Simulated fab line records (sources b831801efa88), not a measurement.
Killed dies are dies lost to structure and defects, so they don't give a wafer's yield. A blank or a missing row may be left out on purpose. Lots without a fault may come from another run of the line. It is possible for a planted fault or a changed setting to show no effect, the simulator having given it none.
fab line records | flow sky130
record: lots: 9 | wafers: 27 | last-day: 50
route steps=708 shown LI_CONTACT@383 CONTACT@409 METAL2@502 VIA2@531
lots with no fault: from the same line, run without faults
start-h: hours from the record's first day to the start of the lot's first wafer shown | wait-h: hours from the lot's prior step to this one | " the same as in the row above | L1.1+2: one row covering several wafers at once | - no value present, or no start provided | * or withheld: withheld | < > ~ a bound
route shown NAME@n: a module of which the file shows steps, and the number in the route of the first | usual: mean/standard deviation of fault-free wafers | same: alike in all rows | chamber/n: place in a boat | sites: per-site readings | _std_site: the values' standard deviation | _edge_site: mean of outer sites minus mean of inner sites | radius-mm: for every site, how far away it sits from the centre of the wafer | mask NAME#n: copy n | behind: the last tool/chamber to shape the wafer | hold: why the lot was held/for how many hours/how that ended | device: the transistor (n, p or np) that didn't switch | end of line: the route-end tests of the same wafers | a step with no rows: only its recipe | killed: at the first sort, the dies lost to defects and structure; wafer yield is something else | map: shows each die of a wafer: x if killed, . if not, _ if none is there
set.NAME: the setting as run; set.NAME@STEP: as run at that earlier step | model.NAME: the simulator's own value behind a step, which no gauge read
route steps across a sampled set of lots; one table per step, one row per wafer
services: when a tool's chamber went out of use (start-h, in hours from the record's first day, below 0 if earlier), for how many hours, and the reason
== steps ==
step: SKY_LI_CONTACT_CVD_21
recipe: material: W | target-thk-nm: 400 | time-s: 120.56 | temp-c: 400 | pressure-torr: 40
usual: chamber-pressure-Torr: 39.99/0.084 | heater-power-w: 862/91
lot.wafer | tool     | chamber | start-h | wait-h | chamber-pressure-Torr | heater-power-w
L325.1    | cvd-w-01 | 1       | 697.13  | 0.0    | 40.00                 | 848
L325.2    | "        | 0       | "       | "      | 39.84                 | 755
L325.3    | "        | 1       | "       | "      | 39.93                 | 856
L327.2    | cvd-w-01 | 1       | 701.36  | 0.0    | 40.02                 | 858
L327.4    | "        | 0       | "       | "      | 39.95                 | 744
L327.5    | "        | 1       | "       | "      | 40.07                 | 845
L329.1    | cvd-w-01 | 0       | 732.58  | 0.0    | 39.95                 | 750
L329.3    | "        | 0       | "       | "      | 39.98                 | 762
L329.4    | "        | 1       | "       | "      | 39.94                 | 862
L330.1    | cvd-w-01 | 0       | 734.16  | 0.0    | 39.90                 | 757
L330.2    | "        | 1       | "       | "      | 39.83                 | 857
L330.5    | "        | 1       | "       | "      | 39.96                 | 838
L338.1    | cvd-w-01 | 1       | 807.66  | 0.0    | 39.90                 | 866
L338.2    | "        | 0       | "       | "      | 39.96                 | 762
L338.6    | "        | 0       | "       | "      | 39.94                 | 759
L339.1    | cvd-w-01 | 0       | 811.00  | 0.0    | 40.01                 | 770
L339.2    | "        | 1       | "       | "      | 39.88                 | 839
L339.3    | "        | 0       | "       | "      | 39.98                 | 752
L340.1    | cvd-w-01 | 0       | 811.59  | 0.0    | 39.96                 | 765
L340.3    | "        | 0       | "       | "      | 39.99                 | 754
L340.4    | "        | 1       | "       | "      | 39.96                 | 878
L343.1    | cvd-w-01 | 0       | 844.91  | 0.0    | 40.04                 | 755
L343.2    | "        | 1       | "       | "      | 40.01                 | 860
L343.4    | "        | 1       | "       | "      | 39.99                 | 858
L345.1    | cvd-w-01 | 1       | 854.97  | 0.0    | 39.98                 | 857
L345.4    | "        | 1       | "       | "      | 39.94                 | 827
L345.6    | "        | 1       | "       | "      | 40.09                 | 855
step: SKY_LI_CONTACT_RS_MEAS_22
recipe: thk-meas-gauge: four-point-probe | reads: W_of_LI_CONTACT_CVD_21+TiN_of_LI_CONTACT_SPUTTER_20+Ti_of_LI_CONTACT_SPUTTER_19
usual: LI_CONTACT_W_RS: 0.2862/0.003
lot.wafer | tool          | chamber | start-h | wait-h | hold                     | LI_CONTACT_W_RS[ohm/sq]
L325.1    | film-metro-02 | -       | 697.26  | 0.1    | -                        | 0.2856
L325.2    | "             | -       | "       | "      | -                        | 0.2825
L325.3    | "             | -       | "       | "      | -                        | 0.2854
L327.2    | film-metro-02 | -       | 701.53  | 0.1    | await-dispo/0.2h/release | 0.2510
L327.4    | "             | -       | "       | "      | await-dispo/0.2h/release | 0.2479
L327.5    | "             | -       | "       | "      | await-dispo/0.2h/release | 0.2500
L327.2    | film-metro-02 | -       | 701.82  | 0.3    | -                        | 0.2512
L327.4    | "             | -       | "       | "      | -                        | 0.2480
L327.5    | "             | -       | "       | "      | -                        | 0.2500
L329.1    | film-metro-03 | -       | 732.71  | 0.1    | await-dispo/0.2h/release | 0.2469
L329.3    | "             | -       | "       | "      | await-dispo/0.2h/release | 0.2460
L329.4    | "             | -       | "       | "      | await-dispo/0.2h/release | 0.2480
L329.1    | film-metro-03 | -       | 732.99  | 0.3    | -                        | 0.2464
L329.3    | "             | -       | "       | "      | -                        | 0.2462
L329.4    | "             | -       | "       | "      | -                        | 0.2482
L330.1    | film-metro-01 | -       | 734.28  | 0.1    | await-dispo/0.2h/release | 0.2510
L330.2    | "             | -       | "       | "      | await-dispo/0.2h/release | 0.2539
L330.5    | "             | -       | "       | "      | await-dispo/0.2h/release | 0.2521
L330.1    | film-metro-01 | -       | 734.57  | 0.3    | -                        | 0.2514
L330.2    | "             | -       | "       | "      | -                        | 0.2541
L330.5    | "             | -       | "       | "      | -                        | 0.2524
L338.1    | film-metro-02 | -       | 807.79  | 0.1    | -                        | 0.2921
L338.2    | "             | -       | "       | "      | -                        | 0.2835
L338.6    | "             | -       | "       | "      | -                        | 0.2875
L339.1    | film-metro-03 | -       | 811.12  | 0.1    | -                        | 0.2870
L339.2    | "             | -       | "       | "      | -                        | 0.2888
L339.3    | "             | -       | "       | "      | -                        | 0.2869
L340.1    | film-metro-03 | -       | 811.72  | 0.1    | -                        | 0.2816
L340.3    | "             | -       | "       | "      | -                        | 0.2795
L340.4    | "             | -       | "       | "      | -                        | 0.2840
L343.1    | film-metro-02 | -       | 845.03  | 0.1    | -                        | 0.2865
L343.2    | "             | -       | "       | "      | -                        | 0.2932
L343.4    | "             | -       | "       | "      | -                        | 0.2900
L345.1    | film-metro-02 | -       | 855.10  | 0.1    | -                        | 0.2875
L345.4    | "             | -       | "       | "      | -                        | 0.2880
L345.6    | "             | -       | "       | "      | -                        | 0.2918
step: SKY_LI_CONTACT_THK_MEAS_23
recipe: thk-meas-gauge: xrf | reads: W_of_LI_CONTACT_CVD_21
usual: LI_CONTACT_W_THK: 410/7.1
lot.wafer | tool          | chamber | start-h | wait-h | hold                     | LI_CONTACT_W_THK[nm]
L325.1    | film-metro-02 | -       | 697.38  | 0.1    | -                        | 415
L325.2    | "             | -       | "       | "      | -                        | 418
L325.3    | "             | -       | "       | "      | -                        | 414
L327.2    | film-metro-02 | -       | 704.15  | 2.3    | await-dispo/0.2h/release | 472
L327.4    | "             | -       | "       | "      | await-dispo/0.2h/release | 480
L327.5    | "             | -       | "       | "      | await-dispo/0.2h/release | 477
L327.2    | film-metro-02 | -       | 704.37  | 0.2    | -                        | 474
L327.4    | "             | -       | "       | "      | -                        | 479
L327.5    | "             | -       | "       | "      | -                        | 475
L329.1    | film-metro-03 | -       | 734.85  | 1.8    | await-dispo/0.2h/release | 479
L329.3    | "             | -       | "       | "      | await-dispo/0.2h/release | 484
L329.4    | "             | -       | "       | "      | await-dispo/0.2h/release | 478
L329.1    | film-metro-03 | -       | 735.07  | 0.2    | -                        | 481
L329.3    | "             | -       | "       | "      | -                        | 482
L329.4    | "             | -       | "       | "      | -                        | 476
L330.1    | film-metro-01 | -       | 738.64  | 4.1    | await-dispo/0.2h/release | 485
L330.2    | "             | -       | "       | "      | await-dispo/0.2h/release | 480
L330.5    | "             | -       | "       | "      | await-dispo/0.2h/release | 481
L330.1    | film-metro-01 | -       | 738.98  | 0.3    | -                        | 486
L330.2    | "             | -       | "       | "      | -                        | 477
L330.5    | "             | -       | "       | "      | -                        | 479
L338.1    | film-metro-02 | -       | 807.91  | 0.1    | -                        | 396
L338.2    | "             | -       | "       | "      | -                        | 406
L338.6    | "             | -       | "       | "      | -                        | 403
L339.1    | film-metro-03 | -       | 811.24  | 0.1    | -                        | 407
L339.2    | "             | -       | "       | "      | -                        | 405
L339.3    | "             | -       | "       | "      | -                        | 408
L340.1    | film-metro-03 | -       | 811.84  | 0.1    | -                        | 411
L340.3    | "             | -       | "       | "      | -                        | 414
L340.4    | "             | -       | "       | "      | -                        | 409
L343.1    | film-metro-02 | -       | 845.15  | 0.1    | -                        | 407
L343.2    | "             | -       | "       | "      | -                        | 396
L343.4    | "             | -       | "       | "      | -                        | 400
L345.1    | film-metro-02 | -       | 855.22  | 0.1    | -                        | 403
L345.4    | "             | -       | "       | "      | -                        | 402
L345.6    | "             | -       | "       | "      | -                        | 398
step: SKY_LI_CONTACT_CMP_24
recipe: stop-on: PSG | t-overpolish-s: 20 | down-force-psi: 3.5 | platen-rpm: 60 | target-thk-nm: 0 | pad-velocity-m-s: 0.94248
usual: edge-zone-pressure-frac: 1.001/0.0048 | motor-current-A: 10.4/0.89 | platen-rpm: 60.01/0.044 | time-to-endpoint-s: 96/3.1
lot.wafer | tool   | chamber | start-h | wait-h | hold                     | edge-zone-pressure-frac | motor-current-A | platen-rpm | time-to-endpoint-s
L325.2    | cmp-01 | 0       | 697.49  | 0.1    | -                        | 1.001                   | 12.3            | 60.05      | 97
L325.1    | "      | 1       | "       | "      | -                        | 1.002                   | 9.9             | 60.00      | 96
L325.3    | "      | 2       | "       | "      | -                        | 0.991                   | 9.8             | 60.03      | 96
L327.2    | cmp-02 | 1       | 707.74  | 3.4    | await-dispo/2.7h/release | 1.000                   | 10.0            | 60.01      | 106
L327.4    | "      | 2       | "       | "      | await-dispo/2.7h/release | 0.995                   | 12.0            | 60.07      | 109
L327.5    | "      | 0       | "       | "      | await-dispo/2.7h/release | 1.001                   | 11.1            | 60.01      | 110
L329.3    | cmp-02 | 2       | 737.10  | 2.0    | await-dispo/2.0h/release | 1.004                   | 11.4            | 60.02      | 112
L329.4    | "      | 0       | "       | "      | await-dispo/2.0h/release | 1.005                   | 11.1            | 60.02      | 107
L329.1    | "      | 1       | "       | "      | await-dispo/2.0h/release | 0.994                   | 9.3             | 60.08      | 112
L330.2    | cmp-02 | 1       | 742.85  | 3.8    | await-dispo/3.6h/release | 1.004                   | 9.3             | 60.02      | 115
L330.1    | "      | 0       | "       | "      | await-dispo/3.6h/release | 1.001                   | 10.6            | 59.99      | 112
L330.5    | "      | 1       | "       | "      | await-dispo/3.6h/release | 1.003                   | 10.2            | 59.96      | 113
L338.2    | cmp-01 | 3       | 808.02  | 0.1    | -                        | 0.991                   | 9.3             | 60.04      | 93
L338.1    | "      | 0       | "       | "      | -                        | 1.002                   | 11.9            | 59.97      | 91
L338.6    | "      | 3       | "       | "      | -                        | 1.003                   | 9.7             | 60.07      | 96
L339.2    | cmp-01 | 3       | 811.30  | 0.0    | -                        | 1.002                   | 9.3             | 60.06      | 96
L339.3    | "      | 0       | "       | "      | -                        | 1.004                   | 11.7            | 60.05      | 93
L339.1    | "      | 2       | "       | "      | -                        | 1.005                   | 9.7             | 60.12      | 96
L340.4    | cmp-01 | 3       | 811.90  | 0.0    | -                        | 1.009                   | 9.9             | 59.94      | 99
L340.1    | "      | 0       | "       | "      | -                        | 1.001                   | 11.2            | 60.04      | 96
L340.3    | "      | 2       | "       | "      | -                        | 1.002                   | 9.7             | 59.95      | 93
L343.2    | cmp-01 | 1       | 845.21  | 0.0    | -                        | 0.998                   | 10.8            | 60.02      | 94
L343.4    | "      | 2       | "       | "      | -                        | 1.007                   | 9.8             | 59.98      | 92
L343.1    | "      | 0       | "       | "      | -                        | 0.990                   | 11.9            | 60.03      | 96
L345.1    | cmp-01 | 3       | 855.33  | 0.1    | -                        | 1.006                   | 9.6             | 60.14      | 97
L345.4    | "      | 0       | "       | "      | -                        | 0.998                   | 11.8            | 60.02      | 97
L345.6    | "      | 2       | "       | "      | -                        | 0.997                   | 9.8             | 60.01      | 95
step: SKY_CONTACT_THK_MEAS_03
recipe: reads: SiO2_of_CONTACT_HDPCVD_02
usual: CONTACT_HDPCVD_THK: 561/6.5
lot.wafer | tool          | chamber | start-h | wait-h | CONTACT_HDPCVD_THK[nm]
L325.1    | film-metro-04 | -       | 726.69  | 0.0    | 563
L325.2    | "             | -       | "       | "      | 567
L325.3    | "             | -       | "       | "      | 561
L327.2    | film-metro-04 | -       | 730.66  | 0.0    | 555
L327.4    | "             | -       | "       | "      | 555
L327.5    | "             | -       | "       | "      | 553
L329.1    | film-metro-02 | -       | 761.89  | 0.1    | 566
L329.3    | "             | -       | "       | "      | 562
L329.4    | "             | -       | "       | "      | 557
L330.1    | film-metro-04 | -       | 763.40  | 0.0    | 562
L330.2    | "             | -       | "       | "      | 559
L330.5    | "             | -       | "       | "      | 559
L338.1    | film-metro-03 | -       | 836.02  | 0.0    | 571
L338.2    | "             | -       | "       | "      | 571
L338.6    | "             | -       | "       | "      | 570
L339.1    | film-metro-03 | -       | 839.34  | 0.0    | 559
L339.2    | "             | -       | "       | "      | 559
L339.3    | "             | -       | "       | "      | 561
L340.1    | film-metro-04 | -       | 839.64  | 0.0    | 553
L340.3    | "             | -       | "       | "      | 559
L340.4    | "             | -       | "       | "      | 561
L343.1    | film-metro-03 | -       | 872.54  | 0.0    | 566
L343.2    | "             | -       | "       | "      | 560
L343.4    | "             | -       | "       | "      | 562
L345.1    | film-metro-04 | -       | 881.57  | 0.0    | 565
L345.4    | "             | -       | "       | "      | 559
L345.6    | "             | -       | "       | "      | 562
step: SKY_METAL2_METAL_ETCH_19
recipe: target-depth-a: 3600 | stop-on: SiO2 | over-etch-frac: 0.3 | time-s: 78 | chemistry: Cl2/BCl3 | resist-sidewall-deg: 88 | pressure-mtorr: 10 | icp-w: 900 | bias-w: 48.5 | Cl2_flow_sccm: 60 | bcl3-flow-sccm: 30
usual: bcl3-flow-sccm: 30.00/0.086 | drypump-motor-current-A: 5.5/0.47 | oes-product-au: 0.854/0.0063 | rf-fwd-power-W: 893/4.6 | throttle-valve-pct: 22.265/0.01
lot.wafer | tool         | chamber | start-h | wait-h | bcl3-flow-sccm | drypump-motor-current-A | oes-product-au | rf-fwd-power-W | rf-hours-counter-h | throttle-valve-pct
L325.1    | rie-metal-02 | 1       | 838.63  | 0.0    | 30.11          | 4.8                     | 0.856          | 899            | 14                 | 22.259
L325.2    | "            | 0       | "       | "      | 30.05          | 5.2                     | 0.852          | 893            | 8                  | 22.271
L325.3    | "            | 1       | "       | "      | 29.91          | 4.8                     | 0.851          | 896            | -                  | 22.275
L327.2    | rie-metal-04 | 0       | 845.68  | 0.0    | 29.88          | 5.4                     | 0.842          | 891            | 5                  | 22.273
L327.4    | "            | 1       | "       | "      | 30.02          | 6.0                     | 0.844          | 885            | -                  | 22.247
L327.5    | "            | 1       | "       | "      | 30.01          | 6.0                     | 0.859          | 890            | -                  | 22.264
L329.1    | rie-metal-02 | 0       | 872.57  | 0.0    | 30.01          | 5.2                     | 0.857          | 894            | 10                 | 22.250
L329.3    | "            | 0       | "       | "      | 29.99          | 5.2                     | 0.852          | 890            | -                  | 22.263
L329.4    | "            | 1       | "       | "      | 29.91          | 4.8                     | 0.852          | 890            | -                  | 22.261
L330.1    | rie-metal-01 | 1       | 875.99  | 0.0    | 30.02          | 5.9                     | 0.852          | 891            | 0                  | 22.273
L330.2    | "            | 0       | "       | "      | 29.99          | 6.1                     | 0.842          | 897            | 11                 | 22.277
L330.5    | "            | 1       | "       | "      | 30.11          | 5.9                     | 0.849          | 890            | -                  | 22.271
L338.1    | rie-metal-02 | 0       | 940.03  | 0.0    | 29.80          | 5.2                     | 0.850          | 894            | 12                 | 22.267
L338.2    | "            | 1       | "       | "      | 30.10          | 4.8                     | 0.846          | 898            | 1                  | 22.247
L338.6    | "            | 0       | "       | "      | 29.94          | 5.2                     | 0.851          | 895            | -                  | 22.261
L339.1    | rie-metal-01 | 1       | 942.39  | 0.0    | 30.01          | 5.9                     | 0.858          | 891            | 4                  | 22.277
L339.2    | "            | 0       | "       | "      | 29.84          | 6.0                     | 0.860          | 893            | 14                 | 22.255
L339.3    | "            | 1       | "       | "      | 29.92          | 5.9                     | 0.849          | 885            | -                  | 22.244
L340.1    | rie-metal-04 | 1       | 945.14  | 0.0    | 29.93          | 6.0                     | 0.850          | 882            | 12                 | 22.254
L340.3    | "            | 1       | "       | "      | 30.07          | 6.0                     | 0.851          | 882            | -                  | 22.243
L340.4    | "            | 0       | "       | "      | 30.02          | 5.4                     | 0.852          | 900            | -                  | 22.276
L343.1    | rie-metal-02 | 1       | 976.74  | 0.0    | 29.97          | 4.8                     | 0.857          | 899            | 3                  | 22.256
L343.2    | "            | 0       | "       | "      | 29.93          | 5.2                     | 0.864          | 892            | 14                 | 22.263
L343.4    | "            | 1       | "       | "      | 30.03          | 4.8                     | 0.858          | 894            | -                  | 22.259
L345.1    | rie-metal-02 | 1       | 985.42  | 0.0    | 30.09          | 4.8                     | 0.856          | 896            | 4                  | 22.267
L345.4    | "            | 0       | "       | "      | 30.03          | 5.2                     | 0.852          | 897            | -                  | 22.267
L345.6    | "            | 1       | "       | "      | 30.13          | 4.8                     | 0.853          | 899            | -                  | 22.272
step: SKY_VIA2_CMP_24
recipe: stop-on: SiO2 | t-overpolish-s: 20 | down-force-psi: 3.5 | platen-rpm: 60 | target-thk-nm: 0 | pad-velocity-m-s: 0.94248
usual: edge-zone-pressure-frac: 0.999/0.0049 | motor-current-A: 10.4/0.86 | overpolish-run-s: 20.000/0.0088 | platen-rpm: 60.00/0.044 | time-to-endpoint-s: 102/4.6
lot.wafer | tool   | chamber | start-h | wait-h | edge-zone-pressure-frac | motor-current-A | overpolish-run-s | platen-rpm | time-to-endpoint-s
L325.1    | cmp-02 | 0       | 867.10  | 0.5    | 1.005                   | 10.4            | 19.983           | 60.08      | 110
L325.3    | "      | 1       | "       | "      | 0.993                   | 9.2             | 20.010           | 60.06      | 110
L325.2    | "      | 2       | "       | "      | 0.994                   | 12.1            | 20.005           | 59.99      | 105
L327.4    | cmp-02 | 1       | 873.77  | 0.0    | 1.002                   | 9.3             | 20.009           | 59.97      | 107
L327.2    | "      | 0       | "       | "      | 0.994                   | 10.4            | 19.997           | 60.03      | 106
L327.5    | "      | 2       | "       | "      | 0.998                   | 11.8            | 19.998           | 60.01      | 102
L329.4    | cmp-01 | 2       | 900.62  | 0.0    | 1.000                   | 9.5             | 19.995           | 59.98      | 99
L329.1    | "      | 0       | "       | "      | 1.001                   | 12.3            | 20.012           | 60.00      | 100
L329.3    | "      | 1       | "       | "      | 1.003                   | 10.7            | 19.986           | 60.04      | 101
L330.1    | cmp-01 | 0       | 902.65  | 0.1    | 0.989                   | 11.9            | 20.003           | 59.98      | 104
L330.2    | "      | 1       | "       | "      | 1.002                   | 10.6            | 20.011           | 60.02      | 103
L330.5    | "      | 2       | "       | "      | 0.996                   | 9.5             | 19.989           | 60.01      | 105
L338.1    | cmp-02 | 0       | 967.08  | 0.1    | 0.998                   | 10.4            | 19.979           | 60.05      | 106
L338.2    | "      | 2       | "       | "      | 0.996                   | 11.7            | 19.990           | 59.96      | 103
L338.6    | "      | 0       | "       | "      | 0.995                   | 10.2            | 20.008           | 60.10      | 111
L339.3    | cmp-01 | 0       | 969.01  | 0.0    | 0.987                   | 11.9            | 20.017           | 59.95      | 94
L339.2    | "      | 2       | "       | "      | 0.990                   | 10.6            | 19.980           | 60.03      | 91
L339.1    | "      | 3       | "       | "      | 1.000                   | 9.6             | 20.002           | 60.08      | 97
L340.4    | cmp-01 | 1       | 972.26  | 0.0    | 1.009                   | 10.4            | 19.997           | 60.03      | 99
L340.3    | "      | 2       | "       | "      | 1.007                   | 10.4            | 19.999           | 60.06      | 104
L340.1    | "      | 3       | "       | "      | 0.994                   | 9.6             | 20.010           | 60.01      | 106
L343.1    | cmp-01 | 1       | 1002.67 | 0.1    | 1.007                   | 11.0            | 20.012           | 60.07      | 91
L343.4    | "      | 2       | "       | "      | 1.007                   | 9.8             | 19.999           | 59.96      | 91
L343.2    | "      | 3       | "       | "      | 1.000                   | 9.1             | 20.005           | 60.00      | 94
L345.1    | cmp-02 | 3       | 1011.65 | 0.2    | 0.993                   | 10.2            | 19.996           | 59.99      | 102
L345.4    | "      | 0       | "       | "      | 1.004                   | 10.5            | 20.004           | 59.99      | 100
L345.6    | "      | 3       | "       | "      | 1.000                   | 9.5             | 20.006           | 60.01      | 102
== services ==
tool         | chamber | start-h | hours | kind
cvd-w-01     | -       | 685.17  | 1.0   | repair
cmp-01       | -       | 714.75  | 5.1   | repair
rie-metal-01 | 0       | 719.31  | 1.0   | repair
rie-metal-01 | -       | 721.02  | 14.6  | pm
rie-metal-02 | -       | 734.83  | 0.6   | repair
cmp-02       | -       | 744.00  | 4.0   | pm
cmp-02       | -       | 755.60  | 2.5   | repair
cmp-02       | -       | 756.77  | 61.1  | repair
cmp-02       | -       | 767.53  | 1.0   | repair
cmp-02       | -       | 806.56  | 2.3   | repair
cmp-02       | -       | 817.88  | 5.0   | pm
cmp-01       | -       | 822.86  | 5.5   | pm
cmp-01       | -       | 865.72  | 1.6   | repair
cmp-01       | -       | 868.11  | 0.4   | repair
cvd-w-01     | -       | 904.72  | 0.9   | repair
cmp-02       | -       | 910.81  | 1.0   | repair
cmp-01       | -       | 911.95  | 10.2  | pm
cmp-02       | -       | 920.14  | 1.0   | repair
cmp-01       | -       | 922.15  | 4.0   | pm
rie-metal-02 | 0       | 927.23  | 11.1  | repair
cmp-01       | -       | 944.04  | 4.4   | repair
rie-metal-02 | -       | 946.12  | 0.6   | repair
cmp-01       | -       | 971.26  | 0.4   | repair
rie-metal-02 | -       | 976.11  | 0.2   | repair
== key ==
first-sign: step: SKY_LI_CONTACT_RS_MEAS_22 | reading: visit | direction: added
effect: step: SKY_LI_CONTACT_RS_MEAS_22 | reading: LI_CONTACT_W_RS | direction: down | sigmas: 12 | usual: 0.2862 | struck: 0.2497
effect: step: SKY_LI_CONTACT_THK_MEAS_23 | reading: visit | direction: added
effect: step: SKY_LI_CONTACT_THK_MEAS_23 | reading: LI_CONTACT_W_THK | direction: up | sigmas: 9.8 | usual: 410 | struck: 480
effect: step: SKY_LI_CONTACT_CMP_24 | reading: time-to-endpoint-s | direction: up | sigmas: 4.8 | usual: * | struck: *
met-at SKY_LI_CONTACT_CVD_21
struck-lots L327,L329,L330
tester-left-out L327,L329,L330
not-acting-at SKY_CONTACT_THK_MEAS_03,SKY_METAL2_METAL_ETCH_19,SKY_VIA2_CMP_24
onset-between 697.13 701.36
fault: kind: process-parameter-drift | tool: cvd-w-01 | chamber: - | onset-h: 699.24 | steps: SKY_LI_CONTACT_CVD_21 | channel: target-thk-nm | offset: 56.69 | shape: step | end-h: 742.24 | acts-in: these-recipes-only | stated: 400
tester-left-out: of these lots the tester's yield and bins aren't shown, on N5 and GAA mostly nor the transistor test; their killed dies are dies lost to structure and defects alone, not to doping, threshold or leakage, so they don't give the yield
